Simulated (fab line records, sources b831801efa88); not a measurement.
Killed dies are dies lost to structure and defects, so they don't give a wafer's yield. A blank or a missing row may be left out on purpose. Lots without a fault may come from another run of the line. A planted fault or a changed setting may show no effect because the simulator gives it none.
fab line records | flow sky130
record lots=6 wafers=18 last_day=49
route steps=708 shown METAL4@622 PAD_OPEN@708
lots that met no fault: from a run of the same line without faults
start_h: hours from the record's first day to the start of the lot's first wafer shown | wait_h: hours since the lot's step before | " the same as in the row above | L1.1+2: a row that stands for several wafers | - no value, or no start given | * or withheld: withheld | < > ~ a bound
route shown NAME@n: a module of which the file shows steps, and the number in the route of the first | usual: mean/standard deviation of fault-free wafers | same: alike in all rows | chamber/n: place in a boat | sites: the reading at each site | _std_site: their standard deviation | _edge_site: outer sites' mean less inner sites' | radius_mm: how far each site lies from the wafer's centre | mask NAME#n: copy n | behind: the tool/chamber that last shaped the wafer | hold: why the lot was held/for how many hours/how that ended | device: the transistor (n, p or np) that didn't switch | end of line: the same wafers' tests at the end of the route | a step without rows: its recipe alone | killed: dies lost to structure and defects at the first sort, not the wafer's yield | map: a wafer's dies, x killed, . not, _ none there
set.NAME: the setting as run; set.NAME@STEP: as run at that earlier step | model.NAME: the simulator's own value behind a step, which no gauge read
lots at some steps of the route; a table a step, a row a wafer
services: from which hour (start_h, from the record's first day; less than 0 if before it) a tool's chamber was out of use, for how many hours, and why
## steps
# step SKY_METAL4_HMDS_06
# recipe prime_time_s=60 prime_temp_c=120
# step SKY_METAL4_COAT_07
# recipe resist=BARC temp_c=withheld time_s=withheld spin_rpm=3000 resist_thk_nm=59.07
# step SKY_METAL4_COAT_08
# recipe resist=KrF-thick spin_rpm=3000 resist_thk_nm=1140
# step SKY_METAL4_SOFTBAKE_09
# recipe temp_c=100 time_s=90 resist=KrF-thick
# step SKY_METAL4_EXPOSE_10
# recipe mask_id=MM4 na=0.68 source_shape=annular sigma_inner=0.4 sigma_outer=0.8 target_cd_nm=300 dose_mj=28
# step SKY_METAL4_PEB_11
# recipe peb_temp_c=withheld peb_time_s=withheld resist=KrF-thick
# step SKY_METAL4_DEVELOP_12
# recipe develop_time_s=60 resist=KrF-thick dev_temp_c=21
# step SKY_METAL4_CD_MEAS_13
# recipe target_cd_nm=300
# usual cd_nm=300.3/1.4
# columns lot.wafer tool chamber start_h wait_h cd_nm
L140.4 cd_sem-01 - 973.12 - 300.5
L140.5 " - " " 299.5
L140.6 " - " " 300.5
L144.1 cd_sem-02 - 1008.01 - 298.8
L144.3 " - " " 298.2
L144.6 " - " " 300.1
L151.4 cd_sem-02 - 1043.77 - 302.2
L151.5 " - " " 302.9
L151.6 " - " " 301.2
L153.1 cd_sem-02 - 1066.06 - 302.5
L153.2 " - " " 299.3
L153.5 " - " " 301.5
L154.2 cd_sem-02 - 1066.74 - 300.9
L154.4 " - " " 299.9
L154.5 " - " " 299.4
L157.1 cd_sem-01 - 1087.01 - 300.2
L157.2 " - " " 300.2
L157.4 " - " " 300.0
# step SKY_METAL4_OVL_MEAS_14
# usual METAL4_OVL=-1/6
# columns lot.wafer tool chamber start_h wait_h METAL4_OVL[nm]
L140.4 overlay-01 - 973.20 0.1 1
L140.5 " - " " 1
L140.6 " - " " -5
L144.1 overlay-01 - 1008.13 0.1 9
L144.3 " - " " 8
L144.6 " - " " 11
L151.4 overlay-01 - 1043.85 0.1 4
L151.5 " - " " 5
L151.6 " - " " 10
L153.1 overlay-02 - 1066.18 0.1 -12
L153.2 " - " " -14
L153.5 " - " " -8
L154.2 overlay-02 - 1066.84 0.1 -2
L154.4 " - " " -9
L154.5 " - " " -6
L157.1 overlay-01 - 1087.13 0.1 -4
L157.2 " - " " 2
L157.4 " - " " -7
# step SKY_METAL4_DESCUM_15
# recipe chemistry=O2 source_power_w=150 bias_power_w=0 pressure_mtorr=10 temp_c=40 time_s=8
# usual drypump_motor_current_A=6.0/0.33 oes_product_au=1.002/0.0096
# same time_s=8
# columns lot.wafer tool chamber start_h wait_h drypump_motor_current_A oes_product_au rf_hours_counter_h
L140.4 rie_metal-03 1 973.23 0.0 6.4 1.008 -
L140.5 " 0 " " 5.9 1.009 -
L140.6 " 1 " " 6.4 1.013 -
L144.1 rie_metal-04 0 1008.17 0.0 6.0 0.986 8
L144.3 " 0 " " 6.0 1.005 -
L144.6 " 1 " " 5.7 0.996 -
L151.4 rie_metal-03 0 1043.88 0.0 5.9 1.028 -
L151.5 " 1 " " 6.4 1.016 -
L151.6 " 0 " " 5.9 1.015 -
L153.1 rie_metal-04 0 1066.22 0.0 6.0 1.010 12
L153.2 " 1 " " 5.8 0.990 5
L153.5 " 1 " " 5.7 0.986 -
L154.2 rie_metal-03 1 1066.87 0.0 6.4 1.001 18
L154.4 " 0 " " 5.9 1.013 -
L154.5 " 0 " " 5.9 1.020 -
L157.1 rie_metal-04 0 1087.17 0.0 6.0 0.997 13
L157.2 " 1 " " 5.7 0.986 7
L157.4 " 1 " " 5.7 0.983 -
# step SKY_METAL4_ETCH_16
# recipe chemistry=N2/H2 target=BARC ion_energy_ev=200 bias_w=100 pressure_mtorr=30 n2_flow_sccm=100 h2_flow_sccm=200 icp_w=500 stop_on=SiO2 time_s=88.2 target_depth_a=600
# usual drypump_motor_current_A=6.0/0.34 oes_product_au=0.622/0.0043 throttle_valve_pct=13.205/0.0097
# same time_s=88.2
# columns lot.wafer tool chamber start_h wait_h drypump_motor_current_A oes_product_au rf_hours_counter_h throttle_valve_pct
L140.4 rie_metal-03 1 973.28 0.0 6.5 0.625 - 13.196
L140.5 " 0 " " 5.9 0.623 - 13.200
L140.6 " 1 " " 6.4 0.618 - 13.202
L144.1 rie_metal-04 0 1008.20 0.0 6.0 0.621 8 13.193
L144.3 " 0 " " 6.0 0.626 - 13.193
L144.6 " 1 " " 5.8 0.621 - 13.227
L151.4 rie_metal-03 0 1043.94 0.0 5.9 0.624 - 13.189
L151.5 " 1 " " 6.4 0.615 - 13.206
L151.6 " 0 " " 5.9 0.613 - 13.206
L153.1 rie_metal-04 0 1066.25 0.0 6.0 0.626 12 13.214
L153.2 " 1 " " 5.7 0.617 5 13.210
L153.5 " 1 " " 5.8 0.622 - 13.209
L154.2 rie_metal-03 1 1066.90 0.0 6.4 0.620 18 13.194
L154.4 " 0 " " 5.9 0.627 - 13.200
L154.5 " 0 " " 5.9 0.625 - 13.225
L157.1 rie_metal-04 0 1087.20 0.0 6.0 0.618 13 13.196
L157.2 " 1 " " 5.7 0.630 7 13.188
L157.4 " 1 " " 5.7 0.628 - 13.203
# step SKY_METAL4_ETCH_17
# recipe target=SiO2 stop_on=TiN chemistry=C4F8/O2/Ar source_w=1500 bias_w=1200 pressure_mtorr=40 c4f8_flow_sccm=withheld O2_flow_sccm=6 Ar_flow_sccm=300 time_s=3.9 target_depth_a=150
# usual oes_product_au=0.756/0.0062
# same time_s=3.9
# columns lot.wafer tool chamber start_h wait_h oes_product_au rf_hours_counter_h
L140.4 rie_diel-02 3 973.35 0.0 0.754 13
L140.5 " 0 " " 0.743 -
L140.6 " 1 " " 0.763 -
L144.1 rie_diel-02 0 1008.30 0.1 0.744 9
L144.3 " 0 " " 0.764 -
L144.6 " 0 " " 0.762 -
L151.4 rie_diel-03 1 1044.01 0.0 0.764 -
L151.5 " 0 " " 0.762 -
L151.6 " 2 " " 0.759 -
L153.1 rie_diel-02 1 1066.35 0.1 0.757 2
L153.2 " 0 " " 0.751 11
L153.5 " 2 " " 0.766 -
L154.2 rie_diel-03 1 1067.00 0.1 0.754 20
L154.4 " 3 " " 0.771 0
L154.5 " 2 " " 0.757 -
L157.1 rie_diel-02 0 1087.30 0.1 0.747 12
L157.2 " 3 " " 0.750 17
L157.4 " 2 " " 0.752 15
# step SKY_METAL4_METAL_ETCH_18
# recipe target_depth_a=8450 stop_on=SiO2 over_etch_frac=0.3 time_s=183.1 chemistry=Cl2/BCl3 resist_sidewall_deg=88 pressure_mtorr=10 icp_w=900 bias_w=48.5 Cl2_flow_sccm=60 bcl3_flow_sccm=30
# usual drypump_motor_current_A=6.0/0.38 oes_product_au=0.865/0.0058 throttle_valve_pct=22.264/0.0082
# same time_s=183.1
# columns lot.wafer tool chamber start_h wait_h drypump_motor_current_A oes_product_au rf_hours_counter_h throttle_valve_pct model.KrF-thick_of_METAL4_COAT_08.thk_nm model.METAL4.cd_nm model.SiO2_of_VIA3_HDPCVD_00.thk_nm
L140.4 rie_metal-02 1 973.42 0.1 5.3 0.878 - 22.260 523.2 296.5 443.8
L140.5 " 0 " " 6.3 0.867 - 22.266 524.1 289 444.7
L140.6 " 1 " " 5.3 0.869 - 22.254 522.6 296.9 443.4
L144.1 rie_metal-03 1 1008.36 0.0 6.4 0.855 14 22.242 525.3 300.8 440.8
L144.3 " 0 " " 5.9 0.853 - 22.272 518.7 299.3 441.5
L144.6 " 0 " " 5.9 0.864 - 22.275 516.9 301.3 441.9
L151.4 rie_metal-02 0 1044.08 0.1 6.3 0.862 - 22.255 627.7 313.5 448.7
L151.5 " 1 " " 5.3 0.868 - 22.264 524.7 309.9 444.1
L151.6 " 0 " " 6.3 0.870 - 22.255 624.5 309.7 448.3
L153.1 rie_metal-02 0 1066.37 0.0 6.3 0.863 18 22.264 631.1 303.6 447.3
L153.2 " 0 " " 6.3 0.855 - 22.257 631.9 304.6 447.7
L153.5 " 0 " " 6.3 0.862 - 22.277 639.2 306.8 447.2
L154.2 rie_metal-04 0 1067.02 0.0 6.0 0.860 12 22.262 532.4 296.9 442.5
L154.4 " 1 " " 5.7 0.861 - 22.269 538.8 300.1 444.1
L154.5 " 1 " " 5.8 0.861 - 22.276 538.1 298.9 443
L157.1 rie_metal-03 0 1087.32 0.0 5.9 0.863 12 22.269 515.7 306.6 440.7
L157.2 " 1 " " 6.4 0.871 19 22.253 534 305.3 442.6
L157.4 " 1 " " 6.4 0.864 - 22.252 526.7 305.8 444.4
# step SKY_METAL4_STRIP_19
# recipe chemistry=O2/N2 power_w=1400 pressure_mtorr=1500 platen_temp_c=withheld o2_flow_sccm=3000 n2_flow_sccm=300 overash_fraction=0.5
# usual drypump_motor_current_A=5.7/0.59 oes_product_au=0.501/0.0059 strip_time_to_endpoint_s=6.51/0.077
# columns lot.wafer tool chamber start_h wait_h drypump_motor_current_A oes_product_au rf_hours_counter_h strip_time_to_endpoint_s
L140.4 plasma_asher-02 1 973.58 0.1 4.9 0.498 - 6.48
L140.5 " 1 " " 4.9 0.489 - 6.49
L140.6 " 0 " " 5.7 0.504 - 6.49
L144.1 plasma_asher-03 1 1008.54 0.1 5.5 0.505 121 6.52
L144.3 " 0 " " 6.5 0.499 - 6.43
L144.6 " 0 " " 6.5 0.500 - 6.43
L151.4 plasma_asher-02 0 1044.23 0.1 5.7 0.548 - 7.52
L151.5 " 0 " " 5.7 0.503 - 6.50
L151.6 " 1 " " 4.9 0.535 - 7.49
L153.1 plasma_asher-04 0 1066.72 0.3 6.5 0.545 65 7.55
L153.2 " 1 " " 6.0 0.542 65 7.55
L153.5 " 0 " " 6.4 0.550 - 7.64
L154.2 plasma_asher-02 1 1067.20 0.1 4.9 0.508 91 6.57
L154.4 " 0 " " 5.8 0.507 - 6.63
L154.5 " 0 " " 5.7 0.505 - 6.63
L157.1 plasma_asher-02 0 1087.49 0.1 5.8 0.487 93 6.41
L157.2 " 1 " " 4.8 0.504 93 6.60
L157.4 " 1 " " 4.9 0.499 - 6.52
# step SKY_METAL4_STRIP_20
# recipe chemistry=post_etch_residue_remover time_s=1200 temp_c=72.5
# step SKY_PAD_OPEN_PROBE_99
# columns lot.wafer tool chamber start_h wait_h model.etest.met4.width_nm model.etest.met4_comb.leak_log10_a_um model.etest.met4.line_ohm_um
L140.4 prober-02 - 1069.83 0.2 293.4 -12.09 0.1445
L140.5 prober-02 - 1069.88 0.2 288.5 -12.14 0.1475
L140.6 prober-02 - 1069.93 0.2 297.7 -12 0.1422
L144.1 prober-01 - 1099.88 0.1 301.6 -11.95 0.1464
L144.3 prober-01 - 1099.98 0.2 299 -12.01 0.1454
L144.6 prober-01 - 1100.13 0.2 300.6 -12.13 0.1467
L151.4 prober-01 - 1133.43 0.2 313.6 -9.719 0.1376
L151.5 prober-01 - 1133.48 0.2 312.2 -12.02 0.1366
L151.6 prober-01 - 1133.53 0.2 310.4 -9.814 0.1379
L153.1 prober-01 - 1152.79 0.1 302.9 -10.26 0.1414
L153.2 prober-01 - 1152.84 0.1 306 -10.72 0.1431
L153.5 prober-01 - 1152.99 0.2 305.1 -9.58 0.1437
L154.2 prober-02 - 1153.39 0.1 294.5 -11.93 0.1449
L154.4 prober-02 - 1153.49 0.2 299.6 -12.11 0.143
L154.5 prober-02 - 1153.54 0.2 297.2 -12.08 0.1439
L157.1 prober-01 - 1169.81 0.1 305 -12.02 0.1405
L157.2 prober-01 - 1169.86 0.1 308 -12.13 0.14
L157.4 prober-01 - 1169.96 0.2 305.5 -12.28 0.1397
# killed by level:class
L140.4 CONTACT:geometric_particle:open=8 VIA1:geometric_particle:open=6 VIA2:geometric_particle:short=6 FIELD_ISO:geometric_particle:short=5 VIA3:geometric_particle:open=5 LI_CONTACT:geometric_particle:open=4 VIA1:geometric_particle:short=3 VIA2:geometric_particle:open=3
L140.5 VIA1:geometric_particle:open=10 CONTACT:geometric_particle:open=8 METAL1:geometric_particle:short=7 LI_CONTACT:geometric_particle:open=6 VIA2:geometric_particle:open=5 METAL2:geometric_particle:short=5 METAL4:geometric_particle:short=4 SPACER:geometric_particle:short=3
L140.6 VIA1:geometric_particle:open=12 CONTACT:geometric_particle:open=8 METAL2:geometric_particle:short=7 VIA3:geometric_particle:open=7 CONTACT:geometric_particle:short=4 VIA1:geometric_particle:short=3 VIA2:geometric_particle:open=3 VIA3:geometric_particle:short=3
L144.1 VIA3:geometric_particle:open=13 VIA1:geometric_particle:open=11 METAL1:geometric_particle:short=10 LI_CONTACT:geometric_particle:open=9 METAL2:geometric_particle:short=6 VIA2:geometric_particle:open=6 VIA1:geometric_particle:short=5 CONTACT:geometric_particle:open=4
L144.3 VIA1:geometric_particle:open=9 CONTACT:geometric_particle:open=8 METAL2:geometric_particle:short=6 POLY_GATE:geometric_particle:short=5 LI_CONTACT:geometric_particle:open=5 VIA3:geometric_particle:open=5 METAL1:geometric_particle:short=4 VIA1:geometric_particle:short=4
L144.6 METAL2:geometric_particle:short=9 VIA1:geometric_particle:open=9 CONTACT:geometric_particle:open=8 VIA2:geometric_particle:open=7 VIA1:geometric_particle:short=6 FIELD_ISO:geometric_particle:open=5 VIA3:geometric_particle:open=5 METAL1:geometric_particle:short=4
L154.2 CONTACT:geometric_particle:open=14 LI_CONTACT:geometric_particle:open=9 FIELD_ISO:geometric_particle:open=8 VIA1:geometric_particle:open=7 METAL1:geometric_particle:short=6 METAL3:geometric_particle:short=5 VIA3:geometric_particle:open=4 LOCAL_INTERCONNECT:geometric_particle:short=4
L154.4 VIA1:geometric_particle:open=18 CONTACT:geometric_particle:open=12 VIA3:geometric_particle:open=9 FIELD_ISO:geometric_particle:open=4 POLY_GATE:geometric_particle:open=4 POLY_GATE:geometric_particle:short=4 METAL1:geometric_particle:short=4 VIA1:geometric_particle:short=4
L154.5 VIA3:geometric_particle:open=12 VIA1:geometric_particle:open=12 CONTACT:geometric_particle:open=8 LI_CONTACT:geometric_particle:open=6 LOCAL_INTERCONNECT:geometric_particle:short=6 METAL1:geometric_particle:short=6 POLY_GATE:geometric_particle:short=5 LI_CONTACT:geometric_particle:short=5
L157.1 CONTACT:geometric_particle:open=12 VIA1:geometric_particle:open=11 LI_CONTACT:geometric_particle:open=9 VIA3:geometric_particle:short=9 VIA2:geometric_particle:open=7 VIA3:geometric_particle:open=6 FIELD_ISO:geometric_particle:short=5 METAL1:geometric_particle:short=5
L157.2 CONTACT:geometric_particle:open=13 METAL1:geometric_particle:short=11 LI_CONTACT:geometric_particle:open=8 FIELD_ISO:geometric_particle:open=5 METAL2:geometric_particle:short=5 VIA2:geometric_particle:open=5 POLY_GATE:geometric_particle:open=4 VIA3:geometric_particle:open=4
L157.4 VIA1:geometric_particle:open=11 METAL1:geometric_particle:short=10 CONTACT:geometric_particle:open=9 METAL2:geometric_particle:short=9 VIA2:geometric_particle:open=8 LI_CONTACT:geometric_particle:open=7 VIA3:geometric_particle:open=6 FIELD_ISO:geometric_particle:short=5
## services
# columns tool chamber start_h hours kind
rie_metal-02 0 951.45 15.9 repair
rie_metal-04 1 954.53 - clean
rie_metal-04 1 954.53 20.1 scheduled_down
rie_metal-04 1 954.53 20.1 vent_cycle
rie_diel-02 1 987.31 - clean
rie_diel-02 1 987.31 27.1 scheduled_down
rie_diel-02 1 987.31 27.1 vent_cycle
rie_diel-02 2 997.15 39.1 repair
rie_diel-02 3 999.02 12.0 repair
rie_diel-03 0 999.60 4.5 repair
plasma_asher-04 - 1008.63 8.8 pm
plasma_asher-02 - 1014.33 13.6 repair
rie_diel-03 - 1015.22 0.9 repair
rie_diel-02 - 1019.65 1.0 repair
rie_metal-04 - 1027.69 1.4 pm
plasma_asher-02 - 1032.09 2.8 pm
rie_diel-03 3 1033.14 - clean
rie_diel-03 3 1033.14 17.7 scheduled_down
rie_diel-03 3 1033.14 17.7 vent_cycle
rie_diel-02 - 1043.35 2.1 repair
plasma_asher-03 - 1055.32 9.0 pm
plasma_asher-03 0 1055.32 9.0 vent_cycle
rie_metal-02 1 1055.97 22.8 repair
rie_metal-03 1 1058.82 4.3 repair
## key
first_sign step=SKY_METAL4_STRIP_19 reading=strip_time_to_endpoint_s direction=up sigmas=13 usual=* struck=*
effect step=SKY_METAL4_STRIP_19 reading=oes_product_au direction=up sigmas=7.3 usual=0.501 struck=0.544
model_effect step=SKY_METAL4_METAL_ETCH_18 value=KrF-thick_of_METAL4_COAT_08.thk_nm without=523.4 struck=630.9
model_effect step=SKY_PAD_OPEN_PROBE_99 value=etest.met4.width_nm without=296 struck=307.6
met_at SKY_METAL4_METAL_ETCH_18
struck_wafers L151.4,L151.6,L153.1,L153.2,L153.5
sort_left_out L151.4,L151.6,L153.1,L153.2,L153.5
onset_between 973.42 1044.08
fault kind=process_parameter_drift tool=rie_metal-02 chamber=0 onset_h=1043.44 steps=SKY_METAL4_METAL_ETCH_18 channel=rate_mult offset=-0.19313 shape=step end_h=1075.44
# sort_left_out: the simulated sort isn't trusted on such a fault, so these wafers' sort isn't shown, and their yield isn't known
